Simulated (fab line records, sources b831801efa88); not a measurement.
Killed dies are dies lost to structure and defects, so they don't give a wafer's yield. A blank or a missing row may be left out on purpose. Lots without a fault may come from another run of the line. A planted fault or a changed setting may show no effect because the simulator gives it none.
Chamber matching | flow sky130 | SKY_FIELD_ISO_CMP_27 on cmp-01: 4 sister chambers
The step polishes, stops on Si3N4, t overpolish 16 s, target thk 457.8 nm. 8 wafers are shown with their chamber, then 9 later ones without.

WAFERS WITH THEIR CHAMBER
wafer  | chamber | motor_current_A (A) | overpolish_run_s (s)
L137.3 | 2       | 12.8                | 16.003
L137.5 | 1       | 11.2                | 16.005
L138.1 | 2       | 12.8                | 15.991
L138.2 | 0       | 10.3                | 15.994
L138.3 | 3       | 12.7                | 15.993
L140.3 | 3       | 12.4                | 16.000
L140.4 | 0       | 10.1                | 15.989
L140.6 | 1       | 12.7                | 16.010

WAFERS WITHOUT THEIR CHAMBER
wafer  | motor_current_A (A) | overpolish_run_s (s)
L147.1 | 11.0                | 16.004
L147.4 | 12.9                | 15.988
L147.6 | 12.4                | 16.001
L148.1 | 12.0                | 16.007
L148.4 | 12.6                | 15.988
L148.6 | 12.2                | 15.982
L149.3 | 12.5                | 16.010
L149.4 | 10.5                | 16.004
L149.5 | 10.0                | 16.020

WHICH CHAMBER EACH WENT THROUGH
wafer  | from the rows above               | in truth
L147.1 | can't be placed: 1 or 0 or 3 or 2 | 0
L147.4 | can't be placed: 2 or 3           | 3
L147.6 | can't be placed: 3 or 2 or 1      | 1
L148.1 | 1                                 | 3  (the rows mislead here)
L148.4 | can't be placed: 3 or 2           | 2
L148.6 | can't be placed: 3 or 2 or 0 or 1 | 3
L149.3 | can't be placed: 1 or 2 or 3      | 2
L149.4 | can't be placed: 0 or 1 or 3      | 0
L149.5 | can't be placed: 1 or 0           | 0
Placed correctly: 0 of 9. Can't be placed from these rows: 8 (the true chamber is among the candidates in 8). Placed wrongly: 1.
How it was worked out, from the rows above alone: a wafer's distance from a chamber is the root of the sum, over the readings, of the square of ((its reading less the chamber's mean) divided by the reading's scatter). The wafer belongs to the nearest chamber; if the next one is less than 2 further off, it can't be placed. A chamber's mean is the mean of its shown wafers. The scatter: the root of (the sum of the squares of (reading less its chamber's mean) over the shown wafers, divided by (wafers less chambers)).
